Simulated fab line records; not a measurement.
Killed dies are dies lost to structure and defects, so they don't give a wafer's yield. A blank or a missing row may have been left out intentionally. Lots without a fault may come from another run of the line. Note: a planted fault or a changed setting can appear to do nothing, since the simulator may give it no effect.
Which of the tools did it?    flow sky130    Sampling: 15 lots, 45 wafers, 4 of 708 route steps

== WHAT THE GAUGES SHOWED, per wafer ==
SKY_SD_N_TW_MEAS_12.
lot   measured      on             SD_N_TW
L404  day 28 07:11  film metro-04  4005 4010 4041
L405  day 28 17:17  film metro-01  3971 3991 3972
L406  day 29 07:22  film metro-02  4025 3998 4008
L407  day 29 08:10  film metro-01  3961 3943 3936
L408  day 29 19:14  film metro-01  3938 3919 3931
L409  day 30 08:53  film metro-04  4009 4000 4008
L410  day 30 14:04  film metro-02  3973 3963 3961
L411  day 31 11:23  film metro-02  4021 4026 4010
L412  day 32 13:07  film metro-01  3943 3959 3931
L414  day 32 14:28  film metro-04  3979 3993 3992
L417  day 32 20:47  film metro-02  3990 3943 3959
L423  day 34 12:21  film metro-04  3951 3976 3955
L424  day 34 22:23  film metro-04  4006 4004 4010
L425  day 35 05:09  film metro-04  4030 4024 4017
L426  day 36 03:31  film metro-01  3979 3962 3972

SKY_SD_N_RS_MEAS_18: measurement is done with a four-point probe.
lot   measured      on             RES_XHIGH_RS (ohm/sq)
L404  day 28 07:43  film metro-02  333.0 331.9 332.4
L405  day 28 17:53  film metro-04  331.4 331.1 332.9
L406  day 29 07:55  film metro-01  334.5 333.6 333.0
L407  day 29 08:41  film metro-02  332.8 334.0 333.8
L408  day 29 19:46  film metro-04  330.9 332.0 331.8
L409  day 30 09:26  film metro-01  335.3 334.9 333.1
L410  day 30 14:36  film metro-01  329.8 331.0 332.6
L411  day 31 11:55  film metro-01  334.2 332.8 333.0
L412  day 32 13:38  film metro-04  331.8 332.2 333.7
L414  day 32 14:59  film metro-01  334.5 335.2 335.3
L417  day 32 21:20  film metro-01  332.2 333.3 333.9
L423  day 34 12:54  film metro-01  334.6 333.6 333.7
L424  day 34 22:55  film metro-02  332.6 332.9 333.2
L425  day 35 05:41  film metro-04  333.0 332.3 332.5
L426  day 36 04:02  film metro-04  332.4 332.8 332.2

== EACH LOT AND THE TOOL THAT RAN IT (in order: tool; ch and the chambers of the sampled wafers; start) ==
lot   SKY_POLY_CUT_ETCH_11                SKY_RES_XHIGH_COAT_02
L404  rie diel-04 ch 0,3, day 24 15:01    litho track-04 ch 0, day 26 11:10
L405  rie diel-01 ch 0,1,3, day 25 03:35  litho track-03 ch 0, day 26 22:13
L406  rie diel-04 ch 0,2,3, day 25 18:04  litho track-01 ch 0, day 27 13:05
L407  rie diel-01 ch 0,2, day 25 18:15    litho track-03 ch 0, day 27 13:28
L408  rie diel-01 ch 0,1,2, day 26 04:34  litho track-01 ch 0, day 27 23:43
L409  rie diel-04 ch 1,3, day 26 18:46    litho track-03 ch 0, day 28 14:19
L410  rie diel-03 ch 0,1, day 27 00:23    litho track-03 ch 0, day 28 19:22
L411  rie diel-01 ch 0,2, day 27 21:55    litho track-01 ch 0, day 29 17:40
L412  rie diel-03 ch 0,2,3, day 29 01:08  litho track-01 ch 0, day 30 19:19
L414  rie diel-01 ch 0,2,3, day 29 02:29  litho track-03 ch 0, day 30 20:34
L417  rie diel-01 ch 2,3, day 29 09:37    litho track-04 ch 0, day 31 04:22
L423  rie diel-04 ch 0,1,3, day 31 02:43  litho track-04, day 32 19:20
L424  rie diel-01 ch 1,2,3, day 31 11:58  litho track-04, day 33 04:37
L425  rie diel-01 ch 0,1, day 31 19:56    litho track-03, day 33 12:56
L426  rie diel-01 ch 1,2,3, day 32 18:49  litho track-04 ch 0, day 34 11:07
- SKY_POLY_CUT_ETCH_11: etches Si3N4 in CF4/CH2F2/Ar, stops on poly-Si, time 42.5 s, target depth 60 nm.
- SKY_RES_XHIGH_COAT_02: resist thk 1140 nm.

== WHAT THE TOOLS THEMSELVES READ (means of the sampled wafers that have a number; where no wafer has one, the mark that the record gives instead) ==
SKY_POLY_CUT_ETCH_11.
lot   tool         drypump motor current A (A)  oes product au (a.u.)  throttle valve pct (%)
L404  rie diel-04  5.78                         0.830                  14.999
L405  rie diel-01  5.84                         0.829                  15.001
L406  rie diel-04  5.81                         0.821                  14.995
L407  rie diel-01  5.81                         0.832                  14.989
L408  rie diel-01  5.76                         0.829                  14.999
L409  rie diel-04  5.82                         0.827                  14.996
L410  rie diel-03  5.72                         0.824                  15.002
L411  rie diel-01  5.83                         0.837                  14.998
L412  rie diel-03  5.96                         0.827                  15.004
L414  rie diel-01  5.93                         0.830                  14.999
L417  rie diel-01  5.88                         0.823                  14.990
L423  rie diel-04  5.73                         0.826                  15.001
L424  rie diel-01  5.71                         0.824                  15.003
L425  rie diel-01  5.89                         0.829                  15.001
L426  rie diel-01  5.71                         0.832                  14.993

SKY_RES_XHIGH_COAT_02.
lot   tool            chill plate temp C (C)  dispense pressure kPa (kPa)
L404  litho track-04  22.95                   51.8
L405  litho track-03  23.08                   49.2
L406  litho track-01  23.08                   53.9
L407  litho track-03  22.98                   49.2
L408  litho track-01  23.17                   53.9
L409  litho track-03  22.88                   49.2
L410  litho track-03  22.94                   49.2
L411  litho track-01  22.96                   53.9
L412  litho track-01  22.95                   53.9
L414  litho track-03  23.23                   49.2
L417  litho track-04  22.83                   51.8
L423  litho track-04  -                       -
L424  litho track-04  -                       -
L425  litho track-03  -                       -
L426  litho track-04  23.00                   51.8

== THE ANSWER, worked out from the rows above alone ==
Rule: the lots themselves supply what counts as usual. The widest of any qualifying gaps counts: lots, ordered by their means at a reading, are off when they make up no more than a third of the lots, leave a main group of 4 or more, and stand apart from it by 3 or more times the standard deviation of that group's means. The tables above print the reading to a certain number of digits; a main group whose means all agree to those digits is not used. Also off: a lot with no number at a reading for which 4 or more lots have one. All remaining lots with rows at the step are treated as sound. First the gauges in route order, then the tools' own readings, where a lot's mean is used as printed above. At the first step where some lot is off, the reading lying furthest off is the one used; lots without a number count as furthest.
Off: L423, L424, L425 (SKY_RES_XHIGH_COAT_02, chill plate temp C). Without a number there: L423, L424, L425. Mean 23.00 C and standard deviation 0.11 in the main group.
If a tool, at that step or one of the process steps before it, ran each lot that is off and ran no sound lot following the first of them, it fits. None of those tried fits.

== WHAT THE SIMULATOR HAD PUT IN ==
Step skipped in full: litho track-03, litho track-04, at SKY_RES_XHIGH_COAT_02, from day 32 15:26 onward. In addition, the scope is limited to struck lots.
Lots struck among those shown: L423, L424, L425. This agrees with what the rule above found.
